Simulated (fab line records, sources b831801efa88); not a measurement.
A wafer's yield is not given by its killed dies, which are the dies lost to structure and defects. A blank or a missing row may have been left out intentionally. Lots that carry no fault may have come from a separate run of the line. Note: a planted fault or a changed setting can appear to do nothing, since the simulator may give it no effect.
Check of tool commonality :: flow gf180mcu :: Lots sampled 14, wafers sampled 42

THE REASON FOR OPENING IT
Of 14 lots, 2 have the reading HV_LDD_RS flagged at GF_HV_LDD_RS_MEAS_53. No-fault wafers: 417.5 ohm/sq, standard deviation 0.91.
Rule: a lot is flagged in two cases, either no wafer of it has a number, or all its wafers with numbers fall more than 4 standard deviations from that mean. All remaining lots are regarded as sound.

lot: L632
measured: day 12 11:32
on: filmMetro-04
HV_LDD_RS (ohm/sq), wafer by wafer: 419.2 418.0 417.4
flag: 

lot: L633
measured: day 12 13:30
on: filmMetro-02
HV_LDD_RS (ohm/sq), wafer by wafer: 417.5 418.0 417.7
flag: 

lot: L634
measured: day 13 02:13
on: filmMetro-02
HV_LDD_RS (ohm/sq), wafer by wafer: 418.2 417.6 417.5
flag: 

lot: L635
measured: day 13 09:38
on: filmMetro-04
HV_LDD_RS (ohm/sq), wafer by wafer: 416.9 417.8 417.6
flag: 

lot: L636
measured: day 14 04:32
on: filmMetro-04
HV_LDD_RS (ohm/sq), wafer by wafer: 419.6 420.0 419.2
flag: 

lot: L640
measured: day 15 13:36
on: filmMetro-04
HV_LDD_RS (ohm/sq), wafer by wafer: 418.2 418.1 418.6
flag: 

lot: L641
measured: day 15 17:54
on: filmMetro-04
HV_LDD_RS (ohm/sq), wafer by wafer: 415.8 418.0 417.7
flag: 

lot: L642
measured: day 15 21:40
on: filmMetro-01
HV_LDD_RS (ohm/sq), wafer by wafer: 427.8 429.3 428.5
flag: FLAGGED

lot: L643
measured: day 16 04:46
on: filmMetro-04
HV_LDD_RS (ohm/sq), wafer by wafer: 416.4 414.5 416.9
flag: 

lot: L644
measured: day 16 11:50
on: filmMetro-04
HV_LDD_RS (ohm/sq), wafer by wafer: 427.6 426.4 427.4
flag: FLAGGED

lot: L647
measured: day 17 08:27
on: filmMetro-02
HV_LDD_RS (ohm/sq), wafer by wafer: 417.0 416.8 416.8
flag: 

lot: L649
measured: day 18 03:11
on: filmMetro-02
HV_LDD_RS (ohm/sq), wafer by wafer: 418.6 417.1 417.9
flag: 

lot: L650
measured: day 18 11:16
on: filmMetro-04
HV_LDD_RS (ohm/sq), wafer by wafer: 416.4 416.2 415.9
flag: 

lot: L654
measured: day 19 19:17
on: filmMetro-04
HV_LDD_RS (ohm/sq), wafer by wafer: 418.0 418.1 417.6
flag: 
On average the flagged lots' numbers are 427.8 ohm/sq, which is +10.3 ohm/sq against the usual, or +11 standard deviations.

WHICH TOOL EACH LOT WENT THROUGH
The record holds 1 process step before the reading, out of a route of 602 steps. Read each cell as the tool, then ch plus the chambers that the sampled wafers visited, then the start.
lot: L632
flag: 
GF_HV_LDD_IMPLANT_09: implanter-04 ch 0, day 10 01:40

lot: L633
flag: 
GF_HV_LDD_IMPLANT_09: implanter-04 ch 0, day 10 05:47

lot: L634
flag: 
GF_HV_LDD_IMPLANT_09: implanter-04 ch 0, day 10 15:52

lot: L635
flag: 
GF_HV_LDD_IMPLANT_09: implanter-02 ch 0, day 10 22:03

lot: L636
flag: 
GF_HV_LDD_IMPLANT_09: implanter-01 ch 0, day 11 14:23

lot: L640
flag: 
GF_HV_LDD_IMPLANT_09: implanter-01 ch 0, day 12 21:01

lot: L641
flag: 
GF_HV_LDD_IMPLANT_09: implanter-02 ch 0, day 13 02:44

lot: L642
flag: FLAGGED
GF_HV_LDD_IMPLANT_09: implanter-01 ch 0, day 13 04:37

lot: L643
flag: 
GF_HV_LDD_IMPLANT_09: implanter-04 ch 0, day 13 12:14

lot: L644
flag: FLAGGED
GF_HV_LDD_IMPLANT_09: implanter-01 ch 0, day 13 18:26

lot: L647
flag: 
GF_HV_LDD_IMPLANT_09: implanter-04 ch 0, day 14 13:44

lot: L649
flag: 
GF_HV_LDD_IMPLANT_09: implanter-02 ch 0, day 15 06:52

lot: L650
flag: 
GF_HV_LDD_IMPLANT_09: implanter-04 ch 0, day 15 14:20

lot: L654
flag: 
GF_HV_LDD_IMPLANT_09: implanter-01 ch 0, day 16 19:46
What the steps here do:
- GF_HV_LDD_IMPLANT_09
- GF_HV_LDD_RS_MEAS_53: measures by four-point-probe.

FLAGGED AGAINST TOTAL, ONE TOOL AT A TIME (gauges that did the reading follow at the end)
step: GF_HV_LDD_IMPLANT_09
tool: implanter-01
lots run: 5
flagged: 2
share of the flagged lots: all
sound lots run after its first flagged lot: 1 (L654)

step: GF_HV_LDD_IMPLANT_09
tool: implanter-02
lots run: 3
flagged: 0
share of the flagged lots: none
sound lots run after its first flagged lot: -

step: GF_HV_LDD_IMPLANT_09
tool: implanter-04
lots run: 6
flagged: 0
share of the flagged lots: none
sound lots run after its first flagged lot: -

step: GF_HV_LDD_RS_MEAS_53
tool: filmMetro-01
lots run: 1
flagged: 1
share of the flagged lots: some
sound lots run after its first flagged lot: 0

step: GF_HV_LDD_RS_MEAS_53
tool: filmMetro-02
lots run: 4
flagged: 0
share of the flagged lots: none
sound lots run after its first flagged lot: -

step: GF_HV_LDD_RS_MEAS_53
tool: filmMetro-04
lots run: 9
flagged: 1
share of the flagged lots: some
sound lots run after its first flagged lot: 2 (L650,L654)

WHAT THE TABLE ALLOWS
All flagged lots share 1 row of the table, namely implanter-01 at GF_HV_LDD_IMPLANT_09.
- implanter-01 at GF_HV_LDD_IMPLANT_09: 2 of its 5 lots flagged. Sound lots followed the first flagged one (L654) on it, something a lasting fault affecting the whole tool could not allow. Its own readings lie more than 4 standard deviations out on every wafer of the flagged lots: doseIonsCm2.
Every row of the table either missed a flagged lot or ran a sound lot after the first.

WHAT THE SIMULATOR HAD INSERTED
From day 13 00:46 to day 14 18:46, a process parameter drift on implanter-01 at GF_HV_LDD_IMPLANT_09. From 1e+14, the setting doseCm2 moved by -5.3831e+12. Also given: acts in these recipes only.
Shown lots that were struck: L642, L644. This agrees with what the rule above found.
